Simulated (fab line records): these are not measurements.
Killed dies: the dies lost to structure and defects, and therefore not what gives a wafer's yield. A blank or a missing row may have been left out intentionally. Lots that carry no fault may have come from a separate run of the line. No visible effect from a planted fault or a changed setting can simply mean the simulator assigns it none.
Shared-tool check ; flow gf180mcu ; Sample size 12 lots and 42 wafers

== THE REASON FOR OPENING IT ==
GF_VT_IMPLANT_TW_MEAS_10, reading VT_IMPLANT_TW: flagged on 2 of 12 lots. No-fault wafers: 562, standard deviation 4.1.
Rule: a lot gets a flag if all its wafers with a number sit over 4 standard deviations from that mean, or if no wafer of it has a number. As for the other lots, they are considered sound.

lot;measured;on;VT_IMPLANT_TW, wafer by wafer;flag
L607;day 5 15:39;film_metro-01;567 567 570;
L608;day 5 23:25;film_metro-04;560 556 560;
L611;day 6 17:22;film_metro-02;557 555 559;
L613;day 7 06:43;film_metro-04;562 557 559;
L617;day 8 05:13;film_metro-04;560 560 560;
L618;day 8 09:42;film_metro-02;563 560 565;
L619;day 8 21:03;film_metro-01;573 569 571;
L620;day 9 00:42;film_metro-02;658 660 659 662 658 658;FLAGGED
L621;day 9 06:49;film_metro-01;568 568 568;
L623;day 9 19:29;film_metro-02;659 660 659 660 660 660;FLAGGED
L629;day 11 07:34;film_metro-04;562 561 559;
L630;day 11 15:10;film_metro-04;559 563 560;
On average the flagged lots' numbers are 659, which is +97 against the usual, or +24 standard deviations.

== WHICH TOOL EACH LOT WENT THROUGH ==
2 process steps preceding the reading are held in the record, out of 602 steps in the route. Each cell gives the tool, then ch followed by the chambers the sampled wafers passed through, then the start.
lot;flag;GF_STI_STRIP_15;GF_VT_IMPLANT_IMPLANT_08
L607;;plasma_asher-03 ch 0,1, day 2 03:02;implanter-02 ch 0, day 5 15:24
L608;;plasma_asher-02 ch 0,1, day 2 08:07;implanter-01 ch 0, day 5 23:11
L611;;plasma_asher-02 ch 0,1, day 2 23:57;implanter-03 ch 0, day 6 17:08
L613;;plasma_asher-02 ch 1, day 3 08:17;implanter-01 ch 0, day 7 06:29
L617;;plasma_asher-02 ch 0,1, day 4 05:30;implanter-03 ch 0, day 8 04:58
L618;;plasma_asher-01 ch 0,1, day 4 10:05;implanter-02 ch 0, day 8 09:27
L619;;plasma_asher-02 ch 0,1, day 4 15:50;implanter-02 ch 0, day 8 20:48
L620;FLAGGED;plasma_asher-02 ch 0,1, day 4 20:28;implanter-02 ch 0, day 9 00:27
L621;;plasma_asher-02 ch 0,1, day 5 01:59;implanter-03 ch 0, day 9 06:34
L623;FLAGGED;plasma_asher-01 ch 0,1, day 5 12:26;implanter-02 ch 0, day 9 19:17
L629;;plasma_asher-03 ch 0,1, day 6 18:52;implanter-01 ch 0, day 11 07:19
L630;;plasma_asher-03 ch 0,1, day 7 00:11;implanter-01 ch 0, day 11 14:57
What these steps do:
- GF_STI_STRIP_15: strips in O2/N2.
- GF_VT_IMPLANT_IMPLANT_08
- GF_VT_IMPLANT_TW_MEAS_10

== FLAGGED OVER TOTAL, TOOL BY TOOL (the gauges that took the reading come last) ==
step;tool;lots run;flagged;share of the flagged lots;sound lots run after its first flagged lot
GF_STI_STRIP_15;plasma_asher-01;2;1;some;0
GF_STI_STRIP_15;plasma_asher-02;7;1;some;1 (L621)
GF_STI_STRIP_15;plasma_asher-03;3;0;none;-
GF_VT_IMPLANT_IMPLANT_08;implanter-01;4;0;none;-
GF_VT_IMPLANT_IMPLANT_08;implanter-02;5;2;all;0
GF_VT_IMPLANT_IMPLANT_08;implanter-03;3;0;none;-
GF_VT_IMPLANT_TW_MEAS_10;film_metro-01;3;0;none;-
GF_VT_IMPLANT_TW_MEAS_10;film_metro-02;4;2;all;0
GF_VT_IMPLANT_TW_MEAS_10;film_metro-04;5;0;none;-

== WHAT THE TABLE PERMITS ==
implanter-02 at GF_VT_IMPLANT_IMPLANT_08 and film_metro-02 at GF_VT_IMPLANT_TW_MEAS_10 are the 2 rows of the table that ran each flagged lot.
- implanter-02 at GF_VT_IMPLANT_IMPLANT_08: 2 of its 5 lots flagged. Its last sound lot is L619 (day 8 20:48), its first flagged lot L620 (day 9 00:27): a fault that began between those two fits. Its own readings (dose_ions_cm2, faraday_current_uA) fall more than 4 standard deviations out on all wafers of the flagged lots.
- film_metro-02 at GF_VT_IMPLANT_TW_MEAS_10: 2 of its 4 lots flagged. Its last sound lot is L618 (day 8 09:42), its first flagged lot L620 (day 9 00:42): a fault that began between those two fits.
Because each of these 2 tools fits a fault that began at some hour, counting lots does not separate them. More lots, or a look at what each step does to the wafer, might.

== WHAT THE SIMULATOR PUT IN ==
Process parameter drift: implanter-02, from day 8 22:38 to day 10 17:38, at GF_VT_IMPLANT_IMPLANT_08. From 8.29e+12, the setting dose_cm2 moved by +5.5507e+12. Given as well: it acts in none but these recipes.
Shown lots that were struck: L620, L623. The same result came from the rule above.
